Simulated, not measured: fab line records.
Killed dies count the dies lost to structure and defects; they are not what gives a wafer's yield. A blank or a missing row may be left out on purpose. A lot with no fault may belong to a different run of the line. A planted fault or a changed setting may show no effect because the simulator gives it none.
Which tool did it?    flow sky130    Sampling: 11 lots, 33 wafers, 5 of 708 route steps

WHAT THE GAUGES READ, wafer by wafer
SKY_POLY_GATE_THK_MEAS_21. Usual: POLY_GATE_OXIDATION_THK 4.03 nm, standard deviation 0.069.
lot   measured      on             POLY_GATE_OXIDATION_THK (nm)  flag
L409  day 15 23:22  film_metro-01  4.01 3.94 3.98                
L411  day 17 01:47  film_metro-01  4.01 4.11 4.07                
L412  day 17 07:07  film_metro-04  4.02 4.07 4.06                
L414  day 18 01:23  film_metro-04  3.92 3.90 3.96                
L418  day 20 07:44  film_metro-01  4.07 3.94 3.98                
L421  day 21 12:50  film_metro-01  5.86 5.91 5.90                OFF
L422  day 22 06:22  film_metro-02  5.90 5.79 5.90                OFF
L427  day 23 07:59  film_metro-01  3.99 3.91 3.93                
L428  day 23 12:43  film_metro-02  4.05 4.00 3.98                
L431  day 24 16:25  film_metro-01  4.04 3.96 3.99                
L430  day 24 19:43  film_metro-02  4.03 3.99 3.98                

SKY_LDD_P_TW_MEAS_11. Usual: LDD_P_TW 633, standard deviation 7.6.
lot   measured      on             LDD_P_TW     flag
L409  day 18 09:26  film_metro-04  623 623 630  
L411  day 19 15:27  film_metro-03  644 646 642  
L412  day 19 19:25  film_metro-04  621 623 626  
L414  day 20 16:07  film_metro-04  625 631 624  
L418  day 22 23:23  film_metro-03  642 644 640  
L421  day 24 01:43  film_metro-04  628 629 625  
L422  day 24 19:41  film_metro-03  644 646 649  
L427  day 25 20:59  film_metro-04  624 626 626  
L428  day 26 01:51  film_metro-02  638 634 629  
L431  day 27 03:30  film_metro-04  629 626 623  
L430  day 27 07:49  film_metro-02  630 631 634  

WHAT TOOL EACH LOT RAN ON (gives the tool, then ch and the chambers of the sampled wafers, and finally the start)
lot   SKY_DNWELL_STRIP_08                  SKY_VT_ADJUST_LVTN_STRIP_20           SKY_POLY_GATE_OXIDATION_20
L409  plasma_asher-01 ch 0,1, day 3 05:14  plasma_asher-02 ch 0,1, day 7 15:05   furnace-02 ch 0, day 15 22:07
L411  plasma_asher-03 ch 0,1, day 3 16:14  plasma_asher-03 ch 0,1, day 8 04:13   furnace-01 ch 0, day 17 00:32
L412  plasma_asher-01 ch 0, day 3 18:05    plasma_asher-01 ch 0,1, day 8 07:56   furnace-01 ch 0, day 17 05:51
L414  plasma_asher-01 ch 0,1, day 4 08:50  plasma_asher-01 ch 0,1, day 9 00:34   furnace-02 ch 0, day 18 00:08
L418  plasma_asher-01 ch 0,1, day 5 13:08  plasma_asher-01 ch 0,1, day 10 14:49  furnace-01 ch 0, day 20 06:28
L421  plasma_asher-01 ch 0,1, day 6 05:08  plasma_asher-01 ch 0,1, day 11 12:17  furnace-01 ch 0, day 21 11:34
L422  plasma_asher-01 ch 0,1, day 6 17:29  plasma_asher-01 ch 0,1, day 12 03:16  furnace-01 ch 0, day 22 05:07
L427  plasma_asher-01 ch 0,1, day 7 11:17  plasma_asher-02 ch 0,1, day 13 01:56  furnace-02 ch 0, day 23 06:44
L428  plasma_asher-01 ch 0,1, day 7 15:10  plasma_asher-02 ch 0,1, day 13 06:03  furnace-02 ch 0, day 23 11:26
L431  plasma_asher-02 ch 0,1, day 8 07:35  plasma_asher-01 ch 0,1, day 14 04:35  furnace-01 ch 0, day 24 15:10
L430  plasma_asher-03 ch 0,1, day 8 08:40  plasma_asher-03 ch 0, day 14 06:04    furnace-02 ch 0, day 24 18:28
- SKY_DNWELL_STRIP_08: strips in O2/N2.
- SKY_VT_ADJUST_LVTN_STRIP_20: strips in O2/N2.
- SKY_POLY_GATE_OXIDATION_20: stabilise 600 s, purge 300 s, target thk 4 nm.

WHAT THE TOOLS THEMSELVES READ (means of the sampled wafers that have a number; where no wafer has one, the mark that the record gives instead)
SKY_DNWELL_STRIP_08. Usual: drypump_motor_current_A 5.7 A, standard deviation 0.4; oes_product_au 0.723 a.u., standard deviation 0.0046; strip_time_to_endpoint_s 36.90 s, standard deviation 0.12.
lot   tool             drypump_motor_current_A (A)  oes_product_au (a.u.)  strip_time_to_endpoint_s (s)  flag
L409  plasma_asher-01  5.6                          0.721                  36.94                         
L411  plasma_asher-03  6.0                          0.719                  36.86                         
L412  plasma_asher-01  5.9                          0.723                  36.85                         
L414  plasma_asher-01  5.3                          0.721                  36.99                         
L418  plasma_asher-01  5.4                          0.722                  37.02                         
L421  plasma_asher-01  5.4                          0.717                  37.02                         
L422  plasma_asher-01  5.3                          0.724                  36.89                         
L427  plasma_asher-01  5.6                          0.725                  37.01                         
L428  plasma_asher-01  5.6                          0.719                  36.86                         
L431  plasma_asher-02  5.7                          0.719                  36.71                         
L430  plasma_asher-03  6.0                          0.723                  36.92                         

SKY_VT_ADJUST_LVTN_STRIP_20. Usual: drypump_motor_current_A 5.7 A, standard deviation 0.38; oes_product_au 0.716 a.u., standard deviation 0.005; strip_time_to_endpoint_s 14.17 s, standard deviation 0.045.
lot   tool             drypump_motor_current_A (A)  oes_product_au (a.u.)  strip_time_to_endpoint_s (s)  flag
L409  plasma_asher-02  5.7                          0.710                  14.20                         
L411  plasma_asher-03  5.9                          0.717                  14.14                         
L412  plasma_asher-01  5.6                          0.715                  14.19                         
L414  plasma_asher-01  5.4                          0.722                  14.16                         
L418  plasma_asher-01  5.4                          0.716                  14.25                         
L421  plasma_asher-01  5.6                          0.717                  14.17                         
L422  plasma_asher-01  5.4                          0.712                  14.18                         
L427  plasma_asher-02  5.7                          0.716                  14.13                         
L428  plasma_asher-02  5.5                          0.711                  14.21                         
L431  plasma_asher-01  5.6                          0.715                  14.20                         
L430  plasma_asher-03  6.2                          0.714                  14.22                         

SKY_POLY_GATE_OXIDATION_20. Usual: spike_tc_bottom_C 872.5 C, standard deviation 1.1; spike_tc_centre_C 850.6 C, standard deviation 0.93; spike_tc_lower_C 851.8 C, standard deviation 0.97; spike_tc_top_C 862.3 C, standard deviation 1.4; spike_tc_upper_C 850.1 C, standard deviation 1; tube_center_temp_C_max 852.1, standard deviation 0.34; zone_power_top_pct 28.5 %, standard deviation 0.57; zone_power_upper_pct 18 %, standard deviation 3.6.
lot   tool        spike_tc_bottom_C (C)  spike_tc_centre_C (C)  spike_tc_lower_C (C)  spike_tc_top_C (C)  spike_tc_upper_C (C)  tube_center_temp_C_max  zone_power_top_pct (%)  zone_power_upper_pct (%)  flag
L409  furnace-02  872.2                  851.3                  852.7                 862.8               850.1                 852.1                   27.7                    22                        
L411  furnace-01  872.6                  850.2                  852.8                 860.8               850.9                 852.1                   28.9                    15                        
L412  furnace-01  873.0                  851.7                  852.6                 861.5               850.3                 852.1                   29.0                    15                        
L414  furnace-02  871.3                  850.4                  850.6                 863.4               850.5                 851.8                   27.9                    22                        
L418  furnace-01  872.7                  850.4                  852.0                 861.7               849.6                 852.2                   29.2                    15                        
L421  furnace-01  903.5                  881.5                  883.1                 891.9               879.3                 852.4                   30.7                    16                        OFF
L422  furnace-01  903.0                  880.6                  883.1                 890.7               880.5                 852.3                   30.9                    16                        OFF
L427  furnace-02  871.9                  850.7                  850.7                 864.2               850.9                 852.2                   28.1                    22                        
L428  furnace-02  871.8                  851.1                  851.3                 863.2               850.6                 852.6                   27.7                    22                        
L431  furnace-01  873.0                  849.9                  851.6                 861.8               850.4                 851.8                   28.9                    15                        
L430  furnace-02  872.2                  850.4                  852.0                 863.4               851.4                 852.1                   27.9                    22                        

THE ANSWER, worked out from the rows above alone
Rule: take the mean of a lot's wafers that have a number; if it is more than 3 standard deviations from the usual mean, the lot is off. Also off: a lot with no number at a reading for which 4 or more lots have one. The other lots that the step has rows for count as sound. Order of review: gauges by route order, followed by the tools' own readings, for which a lot's mean as printed above is used. At the first step where some lot is off, the reading lying furthest off is the one used; lots without a number count as furthest.
Off: L421, L422, seen at SKY_POLY_GATE_THK_MEAS_21 (POLY_GATE_OXIDATION_THK).
If a tool, at a process step before that reading, ran all the lots that are off and no sound lot after the first of them, it fits. The gauges at SKY_POLY_GATE_THK_MEAS_21 aren't tried: what is off there is off at SKY_POLY_GATE_OXIDATION_20 too, on other tools, and a gauge's error can't cause that. Not one of the candidates tried fits.

WHAT THE SIMULATOR HAD INSERTED
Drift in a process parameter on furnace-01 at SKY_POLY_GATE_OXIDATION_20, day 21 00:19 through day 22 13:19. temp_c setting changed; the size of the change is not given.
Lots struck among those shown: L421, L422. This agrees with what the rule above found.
